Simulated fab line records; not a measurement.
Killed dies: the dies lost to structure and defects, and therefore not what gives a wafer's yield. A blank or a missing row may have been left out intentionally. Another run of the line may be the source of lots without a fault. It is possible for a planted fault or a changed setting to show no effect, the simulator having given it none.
The tool behind it: which one? :: flow gf180mcu :: Sampling: 12 lots, 36 wafers, 4 of 602 route steps

## WHAT THE GAUGES READ, wafer by wafer
GF_V2_THK_MEAS_03.
lot: L471
measured: day 21 12:52
on: filmMetro-03
V2_CVD_02_THK (nm): 850 861 876

lot: L473
measured: day 22 09:26
on: filmMetro-03
V2_CVD_02_THK (nm): 850 867 858

lot: L476
measured: day 23 11:31
on: filmMetro-04
V2_CVD_02_THK (nm): 844 846 844

lot: L477
measured: day 23 18:12
on: filmMetro-03
V2_CVD_02_THK (nm): 857 857 850

lot: L479
measured: day 24 09:26
on: filmMetro-03
V2_CVD_02_THK (nm): 841 830 849

lot: L480
measured: day 24 16:37
on: filmMetro-04
V2_CVD_02_THK (nm): 821 855 839

lot: L481
measured: day 25 00:58
on: filmMetro-03
V2_CVD_02_THK (nm): 854 861 858

lot: L482
measured: day 25 12:39
on: filmMetro-01
V2_CVD_02_THK (nm): 857 868 869

lot: L484
measured: day 25 23:34
on: filmMetro-04
V2_CVD_02_THK (nm): 854 872 871

lot: L486
measured: day 26 19:05
on: filmMetro-01
V2_CVD_02_THK (nm): 857 867 874

lot: L487
measured: day 26 21:11
on: filmMetro-03
V2_CVD_02_THK (nm): 854 861 851

lot: L488
measured: day 27 03:04
on: filmMetro-01
V2_CVD_02_THK (nm): 843 870 849

## WHICH TOOL RAN EACH LOT (tool, then ch and the chambers of the sampled wafers, then the start)
lot: L471
GF_M1_SPUTTER_01: pvdSputter-04, day 18 08:08
GF_M1_STRIP_17: plasmaAsher-03 ch 0,1, day 19 09:08
GF_V1_CMP_04: cmp-02 ch 1,3, day 19 09:58

lot: L473
GF_M1_SPUTTER_01: pvdSputter-01, day 19 04:25
GF_M1_STRIP_17: plasmaAsher-02 ch 0,1, day 20 06:02
GF_V1_CMP_04: cmp-02 ch 0,2, day 20 06:50

lot: L476
GF_M1_SPUTTER_01: pvdSputter-04, day 20 08:49
GF_M1_STRIP_17: plasmaAsher-03 ch 0,1, day 21 09:38
GF_V1_CMP_04: cmp-02 ch 0,2,3, day 21 10:30

lot: L477
GF_M1_SPUTTER_01: pvdSputter-01, day 20 15:32
GF_M1_STRIP_17: plasmaAsher-02 ch 0,1, day 21 15:44
GF_V1_CMP_04: cmp-02 ch 0,3, day 21 16:33

lot: L479
GF_M1_SPUTTER_01: pvdSputter-04, day 21 07:46
GF_M1_STRIP_17: plasmaAsher-03 ch 0,1, day 22 08:08
GF_V1_CMP_04: cmp-02 ch 0,1,3, day 22 08:57

lot: L480
GF_M1_SPUTTER_01: pvdSputter-01, day 21 16:31
GF_M1_STRIP_17: plasmaAsher-03 ch 0,1, day 22 16:08
GF_V1_CMP_04: cmp-02 ch 0,1,3, day 22 16:59

lot: L481
GF_M1_SPUTTER_01: pvdSputter-01, day 22 00:58
GF_M1_STRIP_17: plasmaAsher-04 ch 0,1, day 23 00:32
GF_V1_CMP_04: cmp-01 ch 1,2, day 23 01:25

lot: L482
GF_M1_SPUTTER_01: pvdSputter-01, day 22 14:45
GF_M1_STRIP_17: plasmaAsher-04 ch 0,1, day 23 14:22
GF_V1_CMP_04: cmp-01 ch 0,2,3, day 23 15:34

lot: L484
GF_M1_SPUTTER_01: pvdSputter-03, day 23 01:24
GF_M1_STRIP_17: plasmaAsher-04 ch 0,1, day 24 00:26
GF_V1_CMP_04: cmp-01 ch 1,2, day 24 01:54

lot: L486
GF_M1_SPUTTER_01: pvdSputter-01, day 23 23:21
GF_M1_STRIP_17: plasmaAsher-03 ch 0,1, day 24 21:14
GF_V1_CMP_04: cmp-01 ch 0,1,2, day 24 22:11

lot: L487
GF_M1_SPUTTER_01: pvdSputter-04, day 24 01:25
GF_M1_STRIP_17: plasmaAsher-04 ch 0,1, day 24 23:29
GF_V1_CMP_04: cmp-02 ch 0,1, day 25 00:17

lot: L488
GF_M1_SPUTTER_01: pvdSputter-03, day 24 07:04
GF_M1_STRIP_17: plasmaAsher-04 ch 0,1, day 25 05:14
GF_V1_CMP_04: cmp-02 ch 1,2,3, day 25 06:08
- GF_M1_SPUTTER_01: material TiN, target thk 30 nm, time 25 s.
- GF_M1_STRIP_17: strips in O2/N2.
- GF_V1_CMP_04: polishes SiO2.

## AS READ BY THE TOOLS THEMSELVES (means over the sampled wafers that have a number; for cases with no such wafer, the mark the record gives instead)
GF_M1_SPUTTER_01.
lot: L471
tool: pvdSputter-04
throttleValvePct (%): 30.7

lot: L473
tool: pvdSputter-01
throttleValvePct (%): 31.6

lot: L476
tool: pvdSputter-04
throttleValvePct (%): 31.7

lot: L477
tool: pvdSputter-01
throttleValvePct (%): 31.6

lot: L479
tool: pvdSputter-04
throttleValvePct (%): 30.6

lot: L480
tool: pvdSputter-01
throttleValvePct (%): 31.5

lot: L481
tool: pvdSputter-01
throttleValvePct (%): 31.6

lot: L482
tool: pvdSputter-01
throttleValvePct (%): 31.7

lot: L484
tool: pvdSputter-03
throttleValvePct (%): 30.5

lot: L486
tool: pvdSputter-01
throttleValvePct (%): 30.6

lot: L487
tool: pvdSputter-04
throttleValvePct (%): 31.3

lot: L488
tool: pvdSputter-03
throttleValvePct (%): 31.0

GF_M1_STRIP_17.
lot: L471
tool: plasmaAsher-03
drypumpMotorCurrentA (A): 4.8
heaterPowerW (W): 302
n2FlowSccm (sccm): 300.3
oesProductAu (a.u.): 0.535
platenTempC (C): 250.03
stripTimeToEndpointS (s): 7.37

lot: L473
tool: plasmaAsher-02
drypumpMotorCurrentA (A): 5.7
heaterPowerW (W): 343
n2FlowSccm (sccm): 299.7
oesProductAu (a.u.): 0.536
platenTempC (C): 249.98
stripTimeToEndpointS (s): 7.38

lot: L476
tool: plasmaAsher-03
drypumpMotorCurrentA (A): 4.8
heaterPowerW (W): 324
n2FlowSccm (sccm): 299.7
oesProductAu (a.u.): 0.541
platenTempC (C): 250.06
stripTimeToEndpointS (s): 7.42

lot: L477
tool: plasmaAsher-02
drypumpMotorCurrentA (A): 5.2
heaterPowerW (W): 358
n2FlowSccm (sccm): 298.7
oesProductAu (a.u.): 0.539
platenTempC (C): 250.02
stripTimeToEndpointS (s): 7.32

lot: L479
tool: plasmaAsher-03
drypumpMotorCurrentA (A): 4.8
heaterPowerW (W): 330
n2FlowSccm (sccm): 300.2
oesProductAu (a.u.): 0.528
platenTempC (C): 249.86
stripTimeToEndpointS (s): 7.31

lot: L480
tool: plasmaAsher-03
drypumpMotorCurrentA (A): 4.8
heaterPowerW (W): 304
n2FlowSccm (sccm): 299.6
oesProductAu (a.u.): 0.535
platenTempC (C): 250.10
stripTimeToEndpointS (s): 7.40

lot: L481
tool: plasmaAsher-04
drypumpMotorCurrentA (A): 5.4
heaterPowerW (W): 366
n2FlowSccm (sccm): 300.1
oesProductAu (a.u.): 0.539
platenTempC (C): 249.92
stripTimeToEndpointS (s): 7.40

lot: L482
tool: plasmaAsher-04
drypumpMotorCurrentA (A): 5.8
heaterPowerW (W): 367
n2FlowSccm (sccm): 299.9
oesProductAu (a.u.): 0.540
platenTempC (C): 249.79
stripTimeToEndpointS (s): 7.43

lot: L484
tool: plasmaAsher-04
drypumpMotorCurrentA (A): 5.8
heaterPowerW (W): 375
n2FlowSccm (sccm): 299.2
oesProductAu (a.u.): 0.540
platenTempC (C): 250.21
stripTimeToEndpointS (s): 7.43

lot: L486
tool: plasmaAsher-03
drypumpMotorCurrentA (A): 4.8
heaterPowerW (W): 333
n2FlowSccm (sccm): 298.7
oesProductAu (a.u.): 0.539
platenTempC (C): 249.88
stripTimeToEndpointS (s): 7.38

lot: L487
tool: plasmaAsher-04
drypumpMotorCurrentA (A): 5.8
heaterPowerW (W): 370
n2FlowSccm (sccm): 299.6
oesProductAu (a.u.): 0.544
platenTempC (C): 249.74
stripTimeToEndpointS (s): 7.41

lot: L488
tool: plasmaAsher-04
drypumpMotorCurrentA (A): 5.4
heaterPowerW (W): 364
n2FlowSccm (sccm): 300.9
oesProductAu (a.u.): 0.538
platenTempC (C): 249.83
stripTimeToEndpointS (s): 7.37

GF_V1_CMP_04.
lot: L471
tool: cmp-02
edgeZonePressureFrac: 1.005
motorCurrentA (A): 11.3
platenRpm (rpm): 59.96
slurryFlowMlMin: 150.7
timeToEndpointS (s): 83

lot: L473
tool: cmp-02
edgeZonePressureFrac: 0.998
motorCurrentA (A): 13.3
platenRpm (rpm): 60.00
slurryFlowMlMin: 149.9
timeToEndpointS (s): 79

lot: L476
tool: cmp-02
edgeZonePressureFrac: 0.997
motorCurrentA (A): 13.0
platenRpm (rpm): 59.98
slurryFlowMlMin: 149.9
timeToEndpointS (s): 77

lot: L477
tool: cmp-02
edgeZonePressureFrac: 0.998
motorCurrentA (A): 12.2
platenRpm (rpm): 66.01
slurryFlowMlMin: 150.1
timeToEndpointS (s): 74

lot: L479
tool: cmp-02
edgeZonePressureFrac: 0.998
motorCurrentA (A): 11.8
platenRpm (rpm): 66.04
slurryFlowMlMin: 150.1
timeToEndpointS (s): 69

lot: L480
tool: cmp-02
edgeZonePressureFrac: 0.998
motorCurrentA (A): 11.3
platenRpm (rpm): 66.02
slurryFlowMlMin: 149.8
timeToEndpointS (s): 78

lot: L481
tool: cmp-01
edgeZonePressureFrac: 0.994
motorCurrentA (A): 13.3
platenRpm (rpm): 59.95
slurryFlowMlMin: 150.0
timeToEndpointS (s): 83

lot: L482
tool: cmp-01
edgeZonePressureFrac: 1.001
motorCurrentA (A): 13.2
platenRpm (rpm): 59.98
slurryFlowMlMin: 149.9
timeToEndpointS (s): 81

lot: L484
tool: cmp-01
edgeZonePressureFrac: 1.000
motorCurrentA (A): 13.6
platenRpm (rpm): 60.03
slurryFlowMlMin: 149.8
timeToEndpointS (s): 77

lot: L486
tool: cmp-01
edgeZonePressureFrac: 1.002
motorCurrentA (A): 13.7
platenRpm (rpm): 60.05
slurryFlowMlMin: 150.5
timeToEndpointS (s): 79

lot: L487
tool: cmp-02
edgeZonePressureFrac: 0.995
motorCurrentA (A): 11.7
platenRpm (rpm): 59.97
slurryFlowMlMin: 150.0
timeToEndpointS (s): 82

lot: L488
tool: cmp-02
edgeZonePressureFrac: 1.002
motorCurrentA (A): 12.1
platenRpm (rpm): 60.05
slurryFlowMlMin: 150.3
timeToEndpointS (s): 82

## THE ANSWER, worked out from the rows above alone
Rule: the lots themselves supply what counts as usual. The widest of any qualifying gaps counts: lots, ordered by their means at a reading, are off when they make up no more than a third of the lots, leave a main group of 4 or more, and stand apart from it by 3 or more times the standard deviation of that group's means. A main group whose means are all the same, to the digits that the tables above print for the reading, isn't used. A lot without any number at a reading at which 4 lots or more have one is off too. Where the step has rows for the other lots, those lots are counted as sound. The gauges are gone through in route order, then the tools' own readings, and for those a lot's mean is taken as printed above. The first step at which some lot is off is used, and at that step the reading that is off furthest; a lot without a number counts as furthest.
Off, at GF_V1_CMP_04 on platenRpm: L477, L479, L480. Main group: mean 60.00 rpm, sd 0.036.
A tool fits if, at that step or a process step before it, it ran every lot that is off, and no sound lot after the first of them. Of those tried, none fits.

## WHAT THE SIMULATOR PUT IN
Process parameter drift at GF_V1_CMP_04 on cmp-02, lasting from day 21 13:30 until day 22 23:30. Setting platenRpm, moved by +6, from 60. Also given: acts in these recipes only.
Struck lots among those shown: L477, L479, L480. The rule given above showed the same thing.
